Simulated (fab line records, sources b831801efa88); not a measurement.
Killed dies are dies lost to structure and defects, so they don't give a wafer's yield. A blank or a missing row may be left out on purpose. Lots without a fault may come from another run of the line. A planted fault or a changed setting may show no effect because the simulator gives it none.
Which tool did it? | flow sky130 | 12 lots, 36 wafers sampled, at 5 steps of a route of 708

WHAT THE GAUGES READ, wafer by wafer
SKY_DNWELL_TW_MEAS_09.
lot  | measured    | on            | DNWELL_TW
L430 | day 3 11:00 | film_metro-03 | 1126 1124 1122
L432 | day 3 20:08 | film_metro-02 | 1125 1123 1117
L437 | day 5 07:11 | film_metro-01 | 1088 1091 1093
L438 | day 5 10:31 | film_metro-02 | 1121 1124 1124
L439 | day 5 11:28 | film_metro-02 | 1118 1118 1115
L441 | day 5 22:52 | film_metro-01 | 1086 1089 1089
L445 | day 6 19:14 | film_metro-01 | 1100 1106 1099
L446 | day 7 00:15 | film_metro-03 | 1115 1114 1107
L447 | day 7 07:48 | film_metro-03 | 1107 1115 1108
L450 | day 8 19:49 | film_metro-01 | 1112 1114 1118
L451 | day 8 19:52 | film_metro-03 | 1099 1098 1100
L452 | day 8 20:13 | film_metro-01 | 1116 1116 1109

SKY_VT_ADJUST_HVTP_OVL_MEAS_08.
lot  | measured     | on         | VT_ADJUST_HVTP_OVL (nm)
L430 | day 6 08:03  | overlay-01 | -3.1 -0.9 -2.5
L432 | day 6 18:05  | overlay-02 | 3.4 1.9 2.5
L437 | day 8 11:05  | overlay-02 | -0.7 0.2 1.1
L438 | day 8 14:08  | overlay-02 | -0.5 -1.1 0.4
L439 | day 8 15:27  | overlay-01 | -0.4 -0.6 -0.8
L441 | day 9 04:11  | overlay-02 | 0.8 0.8 2.9
L445 | day 10 12:42 | overlay-01 | 1.0 1.5 0.6
L446 | day 10 10:41 | overlay-01 | 2.5 1.9 2.2
L447 | day 10 21:02 | overlay-02 | 1.4 0.2 1.9
L450 | day 12 16:14 | overlay-02 | -0.9 -0.7 0.5
L451 | day 12 16:28 | overlay-01 | -3.9 -1.2 -2.0
L452 | day 12 16:35 | overlay-02 | 0.7 0.9 0.9

SKY_VT_ADJUST_LVTN_TW_MEAS_21.
lot  | measured     | on            | VT_ADJUST_LVTN_2_TW
L430 | day 7 21:11  | film_metro-02 | 188.6 187.7 188.6
L432 | day 8 08:11  | film_metro-02 | 189.4 188.2 187.5
L437 | day 10 07:10 | film_metro-04 | 188.8 189.0 188.6
L438 | day 10 10:07 | film_metro-04 | 188.6 188.8 188.5
L439 | day 10 11:10 | film_metro-04 | 189.4 189.0 188.9
L441 | day 11 01:34 | film_metro-02 | 189.1 188.1 188.5
L445 | day 12 12:53 | film_metro-03 | 205.4 206.4 206.2
L446 | day 12 10:59 | film_metro-03 | 205.8 205.1 205.6
L447 | day 12 21:44 | film_metro-04 | 205.5 206.5 207.3
L450 | day 14 17:54 | film_metro-02 | 190.4 190.6 189.1
L451 | day 14 18:58 | film_metro-03 | 187.1 186.6 186.8
L452 | day 14 19:16 | film_metro-03 | 185.9 187.9 187.7

WHICH TOOL RAN EACH LOT (tool, then ch and the chambers of the sampled wafers, then the start)
lot  | SKY_VT_ADJUST_LVTN_IMPLANT_19   | SKY_VT_ADJUST_LVTN_STRIP_20
L430 | implanter-04 ch 0, day 7 20:58  | plasma_asher-02 ch 0,1, day 7 21:05
L432 | implanter-03 ch 0, day 8 07:57  | plasma_asher-04 ch 0,1, day 8 08:04
L437 | implanter-04 ch 0, day 10 06:55 | plasma_asher-04 ch 0,1, day 10 07:04
L438 | implanter-04 ch 0, day 10 09:52 | plasma_asher-02 ch 0,1, day 10 10:01
L439 | implanter-03 ch 0, day 10 10:57 | plasma_asher-02 ch 0,1, day 10 11:05
L441 | implanter-02 ch 0, day 11 01:19 | plasma_asher-03 ch 0,1, day 11 01:28
L445 | implanter-03 ch 0, day 12 12:40 | plasma_asher-02 ch 0,1, day 12 12:49
L446 | implanter-03 ch 0, day 12 10:45 | plasma_asher-04 ch 0,1, day 12 10:52
L447 | implanter-03 ch 0, day 12 21:32 | plasma_asher-03 ch 0,1, day 12 21:38
L450 | implanter-02 ch 0, day 14 17:39 | plasma_asher-03 ch 0,1, day 14 17:48
L451 | implanter-04 ch 0, day 14 18:43 | plasma_asher-02 ch 0,1, day 14 18:52
L452 | implanter-02 ch 0, day 14 19:01 | plasma_asher-03 ch 0,1, day 14 19:10
- SKY_VT_ADJUST_LVTN_IMPLANT_19
- SKY_VT_ADJUST_LVTN_STRIP_20: strips in O2/N2.

WHAT THE TOOLS THEMSELVES READ (means of the sampled wafers that have a number; where no wafer has one, the mark that the record gives instead)
SKY_VT_ADJUST_LVTN_IMPLANT_19.
lot  | tool         | dose_ions_cm2 | faraday_current_uA
L430 | implanter-04 | 6.509e+11     | 3.63
L432 | implanter-03 | 6.491e+11     | 3.69
L437 | implanter-04 | 6.500e+11     | 3.66
L438 | implanter-04 | 6.502e+11     | 3.66
L439 | implanter-03 | 6.497e+11     | 3.67
L441 | implanter-02 | 6.502e+11     | 3.67
L445 | implanter-03 | 8.996e+11     | 5.07
L446 | implanter-03 | 8.980e+11     | 5.03
L447 | implanter-03 | 8.991e+11     | 5.08
L450 | implanter-02 | 6.492e+11     | 3.67
L451 | implanter-04 | 6.489e+11     | 3.67
L452 | implanter-02 | 6.497e+11     | 3.66

SKY_VT_ADJUST_LVTN_STRIP_20.
lot  | tool            | drypump_motor_current_A (A) | oes_product_au (a.u.) | strip_time_to_endpoint_s (s)
L430 | plasma_asher-02 | 5.9                         | 0.714                 | 14.23
L432 | plasma_asher-04 | 5.7                         | 0.718                 | 14.19
L437 | plasma_asher-04 | 5.7                         | 0.716                 | 14.16
L438 | plasma_asher-02 | 6.0                         | 0.715                 | 14.13
L439 | plasma_asher-02 | 5.9                         | 0.716                 | 14.15
L441 | plasma_asher-03 | 6.1                         | 0.713                 | 14.18
L445 | plasma_asher-02 | 5.9                         | 0.715                 | 14.24
L446 | plasma_asher-04 | 5.8                         | 0.715                 | 14.20
L447 | plasma_asher-03 | 5.7                         | 0.713                 | 14.14
L450 | plasma_asher-03 | 5.7                         | 0.717                 | 14.20
L451 | plasma_asher-02 | 6.0                         | 0.714                 | 14.19
L452 | plasma_asher-03 | 6.1                         | 0.719                 | 14.14

THE ANSWER, worked out from the rows above alone
Rule: what is usual is taken from the lots themselves. Put in order of their means at a reading, lots are off if they are a third of the lots or fewer, leave a main group of 4 or more, and stand apart from it by a gap of 3 or more times the standard deviation of the main group's means; of several such gaps the widest counts. A main group whose means are all the same, to the digits that the tables above print for the reading, isn't used. A lot without any number at a reading at which 4 lots or more have one is off too. The other lots that the step has rows for count as sound. The gauges are gone through in route order, then the tools' own readings, and for those a lot's mean is taken as printed above. The first step at which some lot is off is used, and at that step the reading that is off furthest; a lot without a number counts as furthest.
Off: L445, L446, L447, at SKY_VT_ADJUST_LVTN_TW_MEAS_21 (VT_ADJUST_LVTN_2_TW). The main group: mean 188.4, standard deviation 0.91.
A tool fits if, at a process step before that reading, it ran every lot that is off, and no sound lot after the first of them. The gauges at SKY_VT_ADJUST_LVTN_TW_MEAS_21 aren't tried: what is off there is off at SKY_VT_ADJUST_LVTN_IMPLANT_19 too, on other tools, and a gauge's error can't cause that. One fits: implanter-03 at SKY_VT_ADJUST_LVTN_IMPLANT_19. Its last sound lot is L439 (day 10 10:57), its first lot that is off L446 (day 12 10:45): a fault that began between those two fits.
The tool's own readings at SKY_VT_ADJUST_LVTN_IMPLANT_19 bear it out: on the lots that are off they differ by more than 5 times the standard deviation of the sound lots' means. dose_ions_cm2 reads 8.989e+11 there against 6.498e+11 on the sound lots; faraday_current_uA reads 5.06 there against 3.66 on the sound lots.

WHAT THE SIMULATOR HAD PUT IN
Process parameter drift: implanter-03, from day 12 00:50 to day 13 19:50, at SKY_VT_ADJUST_LVTN_IMPLANT_19. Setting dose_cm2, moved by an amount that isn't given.
Lots struck among those shown: L445, L446, L447. The rule above found the same.
